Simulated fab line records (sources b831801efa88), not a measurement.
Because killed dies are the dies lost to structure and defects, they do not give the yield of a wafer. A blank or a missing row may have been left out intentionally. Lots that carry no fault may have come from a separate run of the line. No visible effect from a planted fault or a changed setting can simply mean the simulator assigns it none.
2 desks, one fault :: flow gf180mcu :: only its own numbers are on each desk; what lay behind them is given at the end

== THE METROLOGY DESK ==
Lot by lot, what the gauges showed, no matter which tool ran the lot: averages of those sampled wafers that carry a number. Marked OUT: a lot whose mean sits more than 4 standard deviations from the usual mean, which makes it out of limits; the brackets give that distance.
Columns: A = V1_CVD_02_THK at GF_V1_THK_MEAS_03, usual 845 nm; B = V1_OVL at GF_V1_OVL_MEAS_15, usual 3 nm
lot: L249
first seen here: day 18 13:35
A: 848
B: 5

lot: L251
first seen here: day 19 09:17
A: 838
B: -6

lot: L252
first seen here: day 19 17:31
A: 845
B: 1

lot: L256
first seen here: day 21 08:56
A: 1027 (+15) OUT
B: 8

lot: L257
first seen here: day 21 12:58
A: 915 (+5.9) OUT
B: 7

lot: L261
first seen here: day 22 18:46
A: 834
B: 7

lot: L262
first seen here: day 23 05:11
A: 857
B: -7

lot: L266
first seen here: day 24 17:33
A: 850
B: 5

lot: L265
first seen here: day 24 19:40
A: 853
B: -2

lot: L267
first seen here: day 24 20:16
A: 828
B: 4

lot: L268
first seen here: day 25 04:53
A: 826
B: 1
This desk finds L256, L257 out of limits, with the earliest case on L256 at day 21 08:56 (V1_CVD_02_THK at GF_V1_THK_MEAS_03). In limits: L249, L251, L252, L261, L262, L266, L265, L267, L268.

== DESK OF THE TOOL OWNER: pecvd-03 ==
The tool's own readings at GF_V1_CVD_02 (deposits SiO2 from TEOS, target thk 850 nm, time 94.851 s): means of the sampled wafers that have a number, for each lot that ran on this tool. Marked OUT: a lot whose mean sits more than 4 standard deviations from the usual mean, which makes it out of limits; the brackets give that distance.
Columns: A = heater-power-w at GF_V1_CVD_02, usual 616 W; B = run-length-s at GF_V1_CVD_02, usual 122.5 s
lot: L252
first seen here: day 19 17:27
A: 618
B: 122.9

lot: L256
first seen here: day 21 08:51
A: 597
B: 144.0 (+34) OUT

lot: L257
first seen here: day 21 12:54
A: 608
B: 129.8 (+12) OUT

lot: L266
first seen here: day 24 17:29
A: 619
B: 122.8

lot: L265
first seen here: day 24 19:37
A: 658
B: 122.6
Finding of this desk: L256, L257 out of limits; the first was L256 at day 21 08:51, on run-length-s at GF_V1_CVD_02. In limits: L252, L266, L265.

== ALL TOGETHER ==
At day 21 08:51, on L256, L257, the tool owner's desk was in a position to raise an alarm.
L256, L257 would have let the metrology desk raise an alarm at day 21 08:56.
On pecvd-03, each named lot ran GF_V1_CVD_02.

== WHAT THE SIMULATOR HAD PUT IN ==
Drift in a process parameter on pecvd-03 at GF_V1_CVD_02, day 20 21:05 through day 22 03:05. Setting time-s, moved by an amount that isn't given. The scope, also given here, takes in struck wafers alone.
Struck lots among those shown: L256, L257.
Time in hours from fault onset to the first out-of-limits reading at each desk: tool owner's desk 12, metrology desk 12.
